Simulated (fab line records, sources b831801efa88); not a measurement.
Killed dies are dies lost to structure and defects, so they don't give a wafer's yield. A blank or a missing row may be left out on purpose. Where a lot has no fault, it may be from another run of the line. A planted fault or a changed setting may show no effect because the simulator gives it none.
fab line records -- flow sky130
[record] lots = 6, wafers = 18, lastDay = 50
route steps=708 shown VIA2@509 PAD_OPEN@708
lots that met no fault: from a run of the same line without faults
startH: hours from the record's opening day to when the first of the lot's shown wafers began -- waitH: hours elapsed since this lot's preceding step -- " as in the row above -- L1.1+2: a single row standing in for several wafers -- - no value, or no start was given -- * or withheld: withheld -- < > ~ a bound
route shown NAME@n: NAME is a module with steps in the file, n the number in the route of the first one -- usual: mean/standard deviation taken from wafers without a fault -- same: alike in all rows -- chamber/n: place in a boat -- sites: the reading at each site -- _std_site: their standard deviation -- _edge_site: mean of outer sites minus mean of inner sites -- radiusMm: how far each site lies from the wafer's centre -- mask NAME#n: copy n -- behind: tool/chamber where the wafer was last shaped -- hold: reason for holding the lot/hours on hold/outcome of the hold -- device: transistor that didn't switch, given as n, p or np -- end of line: tests of these same wafers at the route's end -- a step with no rows: only its recipe -- killed: dies lost to structure and defects at the first sort, not the wafer's yield -- map: the dies of a wafer, with x for killed, . for not killed, _ for no die there
set.NAME: the setting that was run; set.NAME@STEP: the one run at that earlier step -- model.NAME: the simulator's own value behind a step, which no gauge read
a table for each step, a row for each wafer; lots at some steps of the route
services: the hour from which a tool's chamber was out of use, counted from the record's first day as startH (under 0 if before that day), plus the number of hours and why
[[steps]]
[step SKY_VIA2_CMP_02]
[recipe] material = SiO2, downForcePsi = 4, platenRpm = 60, padVelocityMS = 0.94248
[usual] headPressurePsi = 4.000/0.0083, motorCurrentA = 11.7/1.3
lot.wafer,tool,chamber,startH,waitH,headPressurePsi,motorCurrentA
L232.1,cmp-02,0,833.93,0.1,4.014,13.1
L232.5,cmp-02,3,833.93,0.1,4.004,10.1
L232.6,cmp-02,0,833.93,0.1,4.014,13.4
L235.3,cmp-02,0,867.45,0.0,4.004,12.9
L235.2,cmp-02,1,867.45,0.0,3.999,10.9
L235.5,cmp-02,0,867.45,0.0,3.980,12.9
L244.3,cmp-01,0,936.04,0.0,4.006,10.4
L244.4,cmp-01,1,936.04,0.0,4.014,10.9
L244.5,cmp-01,0,936.04,0.0,4.018,10.3
L246.3,cmp-01,1,944.78,0.0,3.996,11.3
L246.4,cmp-01,3,944.78,0.0,3.988,12.5
L246.6,cmp-01,1,944.78,0.0,4.012,10.9
L249.4,cmp-01,2,967.54,0.2,3.985,14.2
L249.5,cmp-01,3,967.54,0.2,3.991,12.3
L249.6,cmp-01,0,967.54,0.2,4.011,10.4
L252.4,cmp-01,2,1000.64,0.0,4.013,13.6
L252.2,cmp-01,3,1000.64,0.0,4.015,12.4
L252.6,cmp-01,2,1000.64,0.0,3.998,13.6
[step SKY_VIA2_BOW_MEAS_03]
[recipe] mode = bow
[usual] VIA2_BOW = 88/7.2
lot.wafer,tool,chamber,startH,waitH,VIA2_BOW[um]
L232.1,filmMetro-03,-,834.18,0.2,92
L232.5,filmMetro-03,-,834.18,0.2,91
L232.6,filmMetro-03,-,834.18,0.2,90
L235.2,filmMetro-02,-,867.77,0.2,93
L235.3,filmMetro-02,-,867.77,0.2,84
L235.5,filmMetro-02,-,867.77,0.2,79
L244.3,filmMetro-02,-,936.38,0.3,85
L244.4,filmMetro-02,-,936.38,0.3,83
L244.5,filmMetro-02,-,936.38,0.3,99
L246.3,filmMetro-02,-,945.12,0.3,89
L246.4,filmMetro-02,-,945.12,0.3,80
L246.6,filmMetro-02,-,945.12,0.3,91
L249.4,filmMetro-02,-,967.75,0.2,86
L249.5,filmMetro-02,-,967.75,0.2,77
L249.6,filmMetro-02,-,967.75,0.2,91
L252.2,filmMetro-02,-,1000.96,0.2,95
L252.4,filmMetro-02,-,1000.96,0.2,77
L252.6,filmMetro-02,-,1000.96,0.2,86
[step SKY_VIA2_DEHYDRATE_04]
[recipe] tempC = 200, timeS = 60
[step SKY_VIA2_HMDS_05]
[recipe] primeTimeS = 60, primeTempC = 120
[step SKY_VIA2_COAT_06]
[recipe] resist = BARC, tempC = withheld, timeS = withheld, spinRpm = 3000, resistThkNm = 60
[step SKY_VIA2_COAT_07]
[recipe] resist = KrF-thick, spinRpm = 3000, resistThkNm = 450
[step SKY_VIA2_SOFTBAKE_08]
[recipe] tempC = 100, timeS = 90, resist = KrF-thick
[step SKY_VIA2_EXPOSE_09]
[recipe] maskId = VIM2, na = 0.8, sourceShape = annular, sigmaInner = 0.55, sigmaOuter = 0.85, targetCdNm = 200, doseMj = 38.62
[step SKY_VIA2_PEB_10]
[recipe] pebTempC = withheld, pebTimeS = withheld, resist = KrF-thick
[step SKY_VIA2_DEVELOP_11]
[recipe] developTimeS = 60, resist = KrF-thick, devTempC = 21
[step SKY_VIA2_CD_MEAS_12]
[recipe] targetCdNm = 200
[usual] cdNm = 200.0/1.5
lot.wafer,tool,chamber,startH,waitH,cdNm
L232.1,cdSem-01,-,860.91,-,199.5
L232.5,cdSem-01,-,860.91,-,200.7
L232.6,cdSem-01,-,860.91,-,199.3
L235.2,cdSem-01,-,893.39,-,197.9
L235.3,cdSem-01,-,893.39,-,198.0
L235.5,cdSem-01,-,893.39,-,198.5
L244.3,cdSem-02,-,960.86,-,201.5
L244.4,cdSem-02,-,960.86,-,199.7
L244.5,cdSem-02,-,960.86,-,199.6
L246.3,cdSem-01,-,969.45,-,201.0
L246.4,cdSem-01,-,969.45,-,202.3
L246.6,cdSem-01,-,969.45,-,202.5
L249.4,cdSem-01,-,991.42,-,198.8
L249.5,cdSem-01,-,991.42,-,199.0
L249.6,cdSem-01,-,991.42,-,198.2
L252.2,cdSem-02,-,1023.83,-,202.0
L252.4,cdSem-02,-,1023.83,-,202.3
L252.6,cdSem-02,-,1023.83,-,203.3
[step SKY_VIA2_OVL_MEAS_13]
[usual] VIA2_OVL = 1/5.3
lot.wafer,tool,chamber,startH,waitH,VIA2_OVL[nm]
L232.1,overlay-01,-,861.03,0.1,-1
L232.5,overlay-01,-,861.03,0.1,0
L232.6,overlay-01,-,861.03,0.1,3
L235.2,overlay-01,-,893.50,0.1,-1
L235.3,overlay-01,-,893.50,0.1,-3
L235.5,overlay-01,-,893.50,0.1,-2
L244.3,overlay-01,-,960.95,0.1,-11
L244.4,overlay-01,-,960.95,0.1,-2
L244.5,overlay-01,-,960.95,0.1,-8
L246.3,overlay-02,-,969.55,0.1,6
L246.4,overlay-02,-,969.55,0.1,4
L246.6,overlay-02,-,969.55,0.1,10
L249.4,overlay-01,-,991.50,0.1,-8
L249.5,overlay-01,-,991.50,0.1,0
L249.6,overlay-01,-,991.50,0.1,2
L252.2,overlay-02,-,1023.94,0.1,-2
L252.4,overlay-02,-,1023.94,0.1,2
L252.6,overlay-02,-,1023.94,0.1,3
[step SKY_VIA2_ETCH_14]
[recipe] chemistry = N2/H2, target = BARC, ionEnergyEv = 200, sourceW = 500, biasW = 100, pressureMtorr = 30, n2FlowSccm = 100, h2FlowSccm = 200, stopOn = SiO2, timeS = 45.9, targetDepthA = 600
[usual] drypumpMotorCurrentA = 5.8/0.47, oesProductAu = 0.855/0.0044, rfFwdPowerW = 494.5/2.4, throttleValvePct = 13.225/0.009
lot.wafer,tool,chamber,startH,waitH,drypumpMotorCurrentA,oesProductAu,rfFwdPowerW,rfHoursCounterH,throttleValvePct,model.KrF-thick_of_VIA2_COAT_07.thkNm
L232.1,rieDiel-04,3,861.07,0.0,6.1,0.858,489.7,14,13.218,395.1
L232.5,rieDiel-04,0,861.07,0.0,5.5,0.849,490.5,-,13.224,392.7
L232.6,rieDiel-04,2,861.07,0.0,5.4,0.858,494.8,-,13.217,392.6
L235.2,rieDiel-01,1,893.53,0.0,5.7,0.864,496.8,9,13.221,391
L235.3,rieDiel-01,2,893.53,0.0,6.6,0.849,494.1,0,13.216,391.3
L235.5,rieDiel-01,1,893.53,0.0,5.7,0.853,497.1,-,13.213,391.9
L244.3,rieDiel-04,0,960.98,0.0,5.5,0.856,493.2,15,13.224,391.7
L244.4,rieDiel-04,2,960.98,0.0,5.4,0.860,575.5,5,13.228,384
L244.5,rieDiel-04,0,960.98,0.0,5.5,0.853,490.7,-,13.240,392.1
L246.3,rieDiel-04,1,969.57,0.0,6.2,0.860,497.2,11,13.216,394.2
L246.4,rieDiel-04,0,969.57,0.0,5.5,0.856,487.9,15,13.240,393.8
L246.6,rieDiel-04,2,969.57,0.0,5.4,0.852,576.0,-,13.228,386.5
L249.4,rieDiel-01,0,991.52,0.0,6.5,0.856,493.4,4,13.221,394.2
L249.5,rieDiel-01,2,991.52,0.0,6.6,0.855,496.7,-,13.242,393.4
L249.6,rieDiel-01,3,991.52,0.0,5.4,0.853,495.5,-,13.228,394.3
L252.2,rieDiel-03,0,1023.97,0.0,5.6,0.856,494.0,18,13.219,393
L252.4,rieDiel-03,3,1023.97,0.0,6.5,0.851,494.3,3,13.229,394.3
L252.6,rieDiel-03,1,1023.97,0.0,5.7,0.852,492.8,-,13.220,392.1
[step SKY_VIA2_ETCH_15]
[recipe] target = SiO2, chemistry = C4F8/O2/Ar, targetDepthNm = 546, stopOn = TiN, maskMaterial = KrF-thick, sourceW = 1500, biasW = 1200, pressureMtorr = 40, c4f8FlowSccm = withheld, O2_flow_sccm = 6, Ar_flow_sccm = 300, timeS = 84
[usual] oesProductAu = 0.939/0.0049, rfFwdPowerW = 1489/5.8
lot.wafer,tool,chamber,startH,waitH,oesProductAu,rfFwdPowerW,rfHoursCounterH,model.KrF-thick_of_VIA2_COAT_07.thkNm
L232.1,rieDiel-04,3,861.11,0.0,0.931,1483,14,286
L232.5,rieDiel-04,0,861.11,0.0,0.939,1478,-,281.2
L232.6,rieDiel-04,2,861.11,0.0,0.931,1486,-,280.4
L235.2,rieDiel-01,1,893.57,0.0,0.942,1491,9,277.4
L235.3,rieDiel-01,2,893.57,0.0,0.927,1493,0,279.9
L235.5,rieDiel-01,1,893.57,0.0,0.936,1489,-,277.7
L244.3,rieDiel-04,0,961.02,0.0,0.939,1483,15,280.3
L244.4,rieDiel-04,2,961.02,0.0,0.945,1493,5,272
L244.5,rieDiel-04,0,961.02,0.0,0.931,1484,-,280.8
L246.3,rieDiel-04,1,969.61,0.0,0.938,1498,11,286
L246.4,rieDiel-04,0,969.61,0.0,0.947,1477,15,282.5
L246.6,rieDiel-04,2,969.61,0.0,0.936,1497,-,274.6
L249.4,rieDiel-01,0,991.56,0.0,0.939,1486,5,282.3
L249.5,rieDiel-01,2,991.56,0.0,0.940,1494,-,281.6
L249.6,rieDiel-01,3,991.56,0.0,0.943,1492,-,284.9
L252.2,rieDiel-03,0,1024.01,0.0,0.950,1486,18,282.5
L252.4,rieDiel-03,3,1024.01,0.0,0.937,1488,3,286.1
L252.6,rieDiel-03,1,1024.01,0.0,0.940,1487,-,282.5
[step SKY_VIA2_STRIP_16]
[recipe] chemistry = O2/N2, powerW = 1400, pressureMtorr = 1500, platenTempC = withheld, o2FlowSccm = 3000, n2FlowSccm = 300, overashFraction = 0.5
[usual] drypumpMotorCurrentA = 5.6/0.46, oesProductAu = 0.399/0.0048, stripTimeToEndpointS = 4.04/0.037
lot.wafer,tool,chamber,startH,waitH,drypumpMotorCurrentA,oesProductAu,rfHoursCounterH,stripTimeToEndpointS
L232.1,plasmaAsher-02,1,861.17,0.0,5.5,0.408,102,4.05
L232.5,plasmaAsher-02,0,861.17,0.0,5.8,0.401,-,4.02
L232.6,plasmaAsher-02,1,861.17,0.0,5.5,0.392,-,4.01
L235.2,plasmaAsher-02,1,893.64,0.0,5.4,0.395,105,4.00
L235.3,plasmaAsher-02,0,893.64,0.0,5.9,0.400,-,4.02
L235.5,plasmaAsher-02,0,893.64,0.0,5.8,0.393,-,4.00
L244.3,plasmaAsher-03,0,961.12,0.1,5.9,0.397,-,4.02
L244.4,plasmaAsher-03,1,961.12,0.1,6.6,0.389,-,3.94
L244.5,plasmaAsher-03,0,961.12,0.1,5.8,0.401,-,4.01
L246.3,plasmaAsher-02,1,969.71,0.1,5.4,0.400,-,4.08
L246.4,plasmaAsher-02,0,969.71,0.1,5.9,0.404,-,4.05
L246.6,plasmaAsher-02,0,969.71,0.1,5.9,0.392,-,3.93
L249.4,plasmaAsher-03,1,991.66,0.1,6.5,0.404,-,4.05
L249.5,plasmaAsher-03,1,991.66,0.1,6.5,0.398,-,4.01
L249.6,plasmaAsher-03,0,991.66,0.1,5.9,0.400,-,4.05
L252.2,plasmaAsher-02,1,1024.07,0.0,5.4,0.405,117,4.04
L252.4,plasmaAsher-02,1,1024.07,0.0,5.5,0.393,-,4.07
L252.6,plasmaAsher-02,1,1024.07,0.0,5.5,0.402,-,4.04
[step SKY_PAD_OPEN_PROBE_99]
[usual] defectLimitedYield = 82.5/1.9, killed_at_M0_to_M3 = 42/6.9, killed_at_M4_up = 3.2/1.7, killedAtContacts = 25/5.1, killedAtFrontEnd = 15/4.5, killedAtOther = 0.4/0.63, killedDies = 86/9.3, killedOpen = 46/7, killedShort = 39/6.9, sort_bin_3_pad_short = 0.9/0.45, sort_bin_5_function = 10.4/1.5, sort_bin_6_memory = 6.3/1.1, sortNPass = 406/9.3, sortYieldPct = 82.5/1.9
[same] grossDies = 492, killedAtBackSide = 0, sort_bin_4_leakage[%] = 0, sort_bin_8_speed[%] = 0
lot.wafer,tool,chamber,startH,waitH,defectLimitedYield[%],killed_at_M0_to_M3,killed_at_M4_up,killedAtContacts,killedAtFrontEnd,killedAtOther,killedDies,killedOpen,killedShort,sort_bin_3_pad_short[%],sort_bin_5_function[%],sort_bin_6_memory[%],sortNPass,sortYieldPct[%]
L232.1,prober-01,-,1087.40,0.1,81.3,50,4,28,10,0,92,59,33,0.6,12.8,5.3,400,81.3
L232.5,prober-01,-,1087.60,0.2,81.3,39,4,24,23,2,92,50,42,0.2,11.6,6.9,400,81.3
L232.6,prober-01,-,1087.65,0.2,78.7,58,3,27,17,0,105,56,49,1.4,14.2,5.7,387,78.7
L244.3,prober-02,-,1164.49,0.2,82.7,45,2,24,13,1,85,41,44,1.0,10.8,5.5,407,82.7
L244.4,prober-02,-,1164.54,0.2,85.4,39,4,16,13,0,72,44,28,0.2,10.4,4.1,420,85.4
L244.5,prober-02,-,1164.59,0.2,83.3,48,1,26,7,0,82,38,43,1.0,8.9,6.7,410,83.3
L249.4,prober-01,-,1187.30,0.2,85.2,43,0,15,15,0,73,44,29,0.4,9.1,5.3,419,85.2
L249.5,prober-01,-,1187.35,0.2,82.1,46,3,29,10,0,88,48,40,0.8,9.8,7.3,404,82.1
L249.6,prober-01,-,1187.40,0.2,79.9,45,3,35,16,0,99,58,41,1.0,12.2,6.9,393,79.9
// killed by level:class
L232.1 VIA1:geometricParticle:open=15 LI_CONTACT:geometricParticle:open=12 CONTACT:geometricParticle:open=10 VIA3:geometricParticle:open=8 VIA2:geometricParticle:open=7 METAL1:geometricParticle:short=6 VIA1:geometricParticle:short=5 METAL2:geometricParticle:short=3
L232.5 VIA1:geometricParticle:open=10 POLY_GATE:geometricParticle:short=8 LI_CONTACT:geometricParticle:short=7 LI_CONTACT:geometricParticle:open=7 VIA2:geometricParticle:open=7 FIELD_ISO:geometricParticle:open=6 CONTACT:geometricParticle:open=6 METAL1:geometricParticle:short=6
L232.6 VIA1:geometricParticle:open=23 LOCAL_INTERCONNECT:geometricParticle:short=8 CONTACT:geometricParticle:open=7 VIA1:geometricParticle:short=7 METAL2:geometricParticle:short=7 FIELD_ISO:geometricParticle:short=6 FIELD_ISO:geometricParticle:open=6 LI_CONTACT:geometricParticle:open=6
L244.3 VIA1:geometricParticle:open=11 CONTACT:geometricParticle:open=7 FIELD_ISO:geometricParticle:short=6 METAL2:geometricParticle:short=6 VIA2:geometricParticle:open=6 CONTACT:geometricParticle:short=5 LOCAL_INTERCONNECT:geometricParticle:short=4 LI_CONTACT:geometricParticle:open=4
L244.4 VIA1:geometricParticle:open=9 VIA3:geometricParticle:open=9 CONTACT:geometricParticle:open=8 VIA1:geometricParticle:short=7 METAL1:geometricParticle:short=4 VIA2:geometricParticle:open=4 METAL2:geometricParticle:short=4 FIELD_ISO:geometricParticle:open=3
L244.5 CONTACT:geometricParticle:open=9 VIA1:geometricParticle:open=8 VIA1:geometricParticle:short=8 CONTACT:geometricParticle:short=7 METAL2:geometricParticle:short=7 METAL1:geometricParticle:short=5 VIA3:geometricParticle:short=5 LI_CONTACT:geometricParticle:open=4
L249.4 VIA2:geometricParticle:open=9 POLY_GATE:geometricParticle:open=8 VIA1:geometricParticle:open=7 VIA1:geometricParticle:short=6 CONTACT:geometricParticle:open=6 VIA3:geometricParticle:open=5 LI_CONTACT:geometricParticle:open=4 METAL2:geometricParticle:short=4
L249.5 VIA1:geometricParticle:open=12 METAL2:geometricParticle:short=8 LI_CONTACT:geometricParticle:open=7 CONTACT:geometricParticle:open=7 CONTACT:geometricParticle:short=7 VIA2:geometricParticle:open=6 VIA3:geometricParticle:open=6 METAL1:geometricParticle:short=5
L249.6 CONTACT:geometricParticle:open=15 VIA1:geometricParticle:open=15 LI_CONTACT:geometricParticle:open=7 FIELD_ISO:geometricParticle:short=6 CONTACT:geometricParticle:short=6 VIA3:geometricParticle:open=6 VIA2:geometricParticle:open=5 FIELD_ISO:geometricParticle:open=4
[[services]]
tool,chamber,startH,hours,kind
plasmaAsher-02,-,812.74,3.3,repair
rieDiel-03,1,848.87,39.3,repair
rieDiel-01,2,850.89,-,clean
rieDiel-01,2,850.89,23.5,scheduledDown
cmp-02,-,854.05,4.4,pm
rieDiel-04,-,854.65,0.6,repair
rieDiel-04,1,860.03,1.4,repair
rieDiel-03,3,889.32,7.5,repair
plasmaAsher-03,-,911.56,3.2,repair
cmp-01,-,912.00,4.0,pm
plasmaAsher-02,-,929.95,3.3,repair
cmp-01,-,930.32,1.3,repair
rieDiel-04,3,939.36,9.7,repair
cmp-01,-,940.29,3.6,repair
plasmaAsher-02,-,954.02,2.8,pm
plasmaAsher-03,-,958.84,1.6,repair
cmp-02,-,967.68,1.8,repair
cmp-02,-,980.76,1.5,repair
rieDiel-04,3,985.38,8.4,repair
cmp-02,-,985.39,1.1,repair
cmp-02,-,990.02,0.4,repair
plasmaAsher-03,-,990.17,1.4,repair
plasmaAsher-02,-,1010.55,5.3,repair
plasmaAsher-02,-,1015.91,2.4,repair
[[key]]
[firstSign] step = SKY_VIA2_ETCH_14, reading = rfFwdPowerW, direction = up, sigmas = 33, usual = 494.5, struck = 575.8
effect none on later readings
[modelEffect] step = SKY_VIA2_ETCH_14, value = KrF-thick_of_VIA2_COAT_07.thkNm, without = 391.6, struck = 385.3
[modelEffect] step = SKY_VIA2_ETCH_15, value = KrF-thick_of_VIA2_COAT_07.thkNm, without = 279.6, struck = 273.3
metAt SKY_VIA2_ETCH_14
struckWafers L244.4,L246.6
onsetBetween 861.07 960.98
[fault] kind = processParameterDrift, tool = rieDiel-04, chamber = 2, onsetH = 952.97, steps = SKY_VIA2_ETCH_14, channel = sourceW, offset = 80, shape = step, endH = 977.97, actsIn = theseRecipesOnly, stated = 500
